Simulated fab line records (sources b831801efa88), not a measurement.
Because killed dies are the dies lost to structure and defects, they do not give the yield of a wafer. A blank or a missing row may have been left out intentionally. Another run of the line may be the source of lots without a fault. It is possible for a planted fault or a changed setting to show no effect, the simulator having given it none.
Which of the tools did it?    flow sky130    37 wafers from 13 lots sampled at 5 of the route's 708 steps

WHAT THE GAUGES SHOWED, per wafer
The record holds no reading of a measuring or inspecting step that can be judged against a usual standard deviation.

EACH LOT AND THE TOOL THAT RAN IT (in order: tool; ch and the chambers of the sampled wafers; start)
lot   SKY_METAL1_DESCUM_17               SKY_VIA1_CVD_21                SKY_VIA1_CMP_24                SKY_METAL2_DESCUM_17               SKY_PAD_OPEN_PROBE_99
L721  rie metal-04 ch 0,1, day 33 15:34  cvd w-01 ch 0, day 34 20:19    cmp-02 ch 0,3, day 34 20:38    rie metal-03 ch 0,1, day 35 23:00  -
L722  rie metal-04 ch 1, day 33 19:44    cvd w-02 ch 1, day 35 00:47    cmp-02 ch 0,1, day 35 01:04    rie metal-02 ch 1, day 36 02:28    -
L724  rie metal-02 ch 0,1, day 34 17:25  cvd w-01 ch 0,1, day 35 21:45  cmp-01 ch 1,2, day 35 22:02    rie metal-02 ch 0, day 37 01:19    prober-02, day 47 07:18
L725  rie metal-02 ch 0,1, day 35 04:41  cvd w-01 ch 0,1, day 36 08:40  cmp-01 ch 0,1,2, day 36 08:56  rie metal-01 ch 0,1, day 37 11:17  prober-01, day 47 14:16
L726  rie metal-03 ch 0,1, day 35 05:50  cvd w-02 ch 0,1, day 36 10:19  cmp-01 ch 0,1, day 36 10:40    rie metal-03 ch 1, day 37 13:02    prober-02, day 47 15:19
L733  rie metal-02 ch 0, day 37 18:29    cvd w-02 ch 0,1, day 38 22:16  cmp-02 ch 1,2,3, day 38 22:35  rie metal-02 ch 1, day 40 00:23    prober-01, day 49 13:43
L734  rie metal-02 ch 0,1, day 38 02:33  cvd w-02 ch 0,1, day 39 05:55  cmp-01 ch 0,2,3, day 39 06:11  rie metal-03 ch 0,1, day 40 07:24  -
L735  rie metal-03 ch 0, day 38 05:55    cvd w-01 ch 0,1, day 39 09:04  cmp-02 ch 0,1,2, day 39 09:23  rie metal-02 ch 0,1, day 40 10:45  -
L737  rie metal-03 ch 0,1, day 38 19:16  cvd w-01 ch 0,1, day 39 22:11  cmp-01 ch 0,3, day 39 22:31    rie metal-01 ch 0,1, day 40 23:43  -
L738  rie metal-04 ch 1, day 38 20:45    cvd w-01 ch 0,1, day 39 23:35  cmp-01 ch 0,1,3, day 39 23:58  rie metal-02 ch 0,1, day 41 00:30  -
L739  rie metal-03 ch 0,1, day 39 10:49  cvd w-02 ch 0,1, day 40 12:31  cmp-01 ch 2,3, day 40 12:46    rie metal-02 ch 0,1, day 41 12:47  prober-01, day 50 13:10
L740  rie metal-03 ch 0,1, day 39 13:31  cvd w-01 ch 0,1, day 40 16:28  cmp-02 ch 0,2,3, day 40 16:44  rie metal-02 ch 0,1, day 41 16:49  -
L741  rie metal-03 ch 0,1, day 39 20:37  cvd w-02 ch 0,1, day 41 00:08  cmp-01 ch 1,2,3, day 41 00:27  rie metal-03 ch 0,1, day 42 00:28  -
- SKY_METAL1_DESCUM_17: chemistry O2, time 8 s.
- SKY_VIA1_CVD_21: deposits W, target thk 270 nm, time 80.902 s.
- SKY_VIA1_CMP_24: polishes, stops on SiO2, t overpolish 15 s, target thk 0 nm.
- SKY_METAL2_DESCUM_17: chemistry O2, time 8 s.
- SKY_PAD_OPEN_PROBE_99

AS READ BY THE TOOLS THEMSELVES (means over the sampled wafers that have a number; for cases with no such wafer, the mark the record gives instead)
SKY_METAL1_DESCUM_17.
lot   tool          drypump motor current A (A)  oes product au (a.u.)
L721  rie metal-04  6.5                          1.003
L722  rie metal-04  6.8                          0.998
L724  rie metal-02  6.2                          0.999
L725  rie metal-02  6.2                          0.998
L726  rie metal-03  5.5                          0.997
L733  rie metal-02  6.0                          0.993
L734  rie metal-02  6.1                          1.004
L735  rie metal-03  5.3                          1.002
L737  rie metal-03  5.6                          1.004
L738  rie metal-04  6.8                          0.996
L739  rie metal-03  5.5                          1.006
L740  rie metal-03  5.5                          1.002
L741  rie metal-03  5.6                          1.000

SKY_VIA1_CVD_21.
lot   tool      heater power w (W)
L721  cvd w-01  970
L722  cvd w-02  794
L724  cvd w-01  1036
L725  cvd w-01  1043
L726  cvd w-02  782
L733  cvd w-02  782
L734  cvd w-02  785
L735  cvd w-01  996
L737  cvd w-01  1004
L738  cvd w-01  999
L739  cvd w-02  796
L740  cvd w-01  964
L741  cvd w-02  781

SKY_VIA1_CMP_24.
lot   tool    motor current A (A)  overpolish run s (s)  time to endpoint s (s)
L721  cmp-02  10.2                 15.003                58
L722  cmp-02  9.9                  14.991                64
L724  cmp-01  9.8                  7.520                 82
L725  cmp-01  10.2                 10.009                78
L726  cmp-01  10.8                 7.526                 86
L733  cmp-02  10.8                 14.991                64
L734  cmp-01  11.2                 14.997                67
L735  cmp-02  10.8                 15.000                62
L737  cmp-01  12.3                 14.995                67
L738  cmp-01  11.1                 15.010                68
L739  cmp-01  11.7                 15.001                69
L740  cmp-02  10.4                 14.997                61
L741  cmp-01  10.7                 14.996                67

SKY_METAL2_DESCUM_17.
lot   tool          drypump motor current A (A)  oes product au (a.u.)
L721  rie metal-03  5.6                          0.989
L722  rie metal-02  6.4                          1.006
L724  rie metal-02  6.0                          0.990
L725  rie metal-01  5.3                          1.004
L726  rie metal-03  5.8                          0.982
L733  rie metal-02  6.4                          1.014
L734  rie metal-03  5.6                          0.999
L735  rie metal-02  6.1                          1.006
L737  rie metal-01  5.5                          1.001
L738  rie metal-02  6.2                          1.006
L739  rie metal-02  6.1                          0.998
L740  rie metal-02  6.2                          1.006
L741  rie metal-03  5.5                          0.996

SKY_PAD_OPEN_PROBE_99.
lot   tool       defect limited yield (%)  killed_at_M0_to_M3  killed_at_M4_up  killed at contacts  killed at front end  killed at other  killed dies  killed on rim  killed open  killed short  sort_bin_3_pad_short (%)  sort_bin_5_function (%)  sort_bin_6_memory (%)  sort n pass  sort yield pct (%)
L724  prober-02  42.3                      248                 3.5              18                  16                   0.0              284          58             43           40            41.8                      10.1                     5.9                    208          42.3
L725  prober-01  54.7                      181                 2.0              25                  14                   0.3              223          44             51           35            28.5                      10.3                     6.5                    269          54.7
L726  prober-02  42.0                      249                 4.0              20                  12                   0.0              286          56             40           38            42.7                      10.2                     5.2                    206          42.0
L733  prober-01  80.7                      49                  3.0              26                  17                   0.0              95           20             51           44            0.9                       11.7                     6.7                    397          80.7
L739  prober-01  82.2                      45                  4.0              25                  13                   1.0              88           19             46           41            1.1                       10.3                     6.4                    404          82.2

THE ANSWER, worked out from the rows above alone
Rule: what is usual is taken from the lots themselves. The widest of any qualifying gaps counts: lots, ordered by their means at a reading, are off when they make up no more than a third of the lots, leave a main group of 4 or more, and stand apart from it by 3 or more times the standard deviation of that group's means. Not used: any main group whose means are identical at the precision the tables above print for the reading. A lot without any number at a reading at which 4 lots or more have one is off too. All remaining lots with rows at the step are treated as sound. The gauges are gone through in route order, then the tools' own readings, and for those a lot's mean is taken as printed above. At the first step where some lot is off, the reading lying furthest off is the one used; lots without a number count as furthest.
Off: L724, L725, L726 (SKY_VIA1_CMP_24, overpolish run s). Main group: mean 14.998 s, sd 0.0054.
A tool fits if, at that step or a process step before it, it ran every lot that is off, and no sound lot after the first of them. Of those tried, none fits.

WHAT THE SIMULATOR HAD INSERTED
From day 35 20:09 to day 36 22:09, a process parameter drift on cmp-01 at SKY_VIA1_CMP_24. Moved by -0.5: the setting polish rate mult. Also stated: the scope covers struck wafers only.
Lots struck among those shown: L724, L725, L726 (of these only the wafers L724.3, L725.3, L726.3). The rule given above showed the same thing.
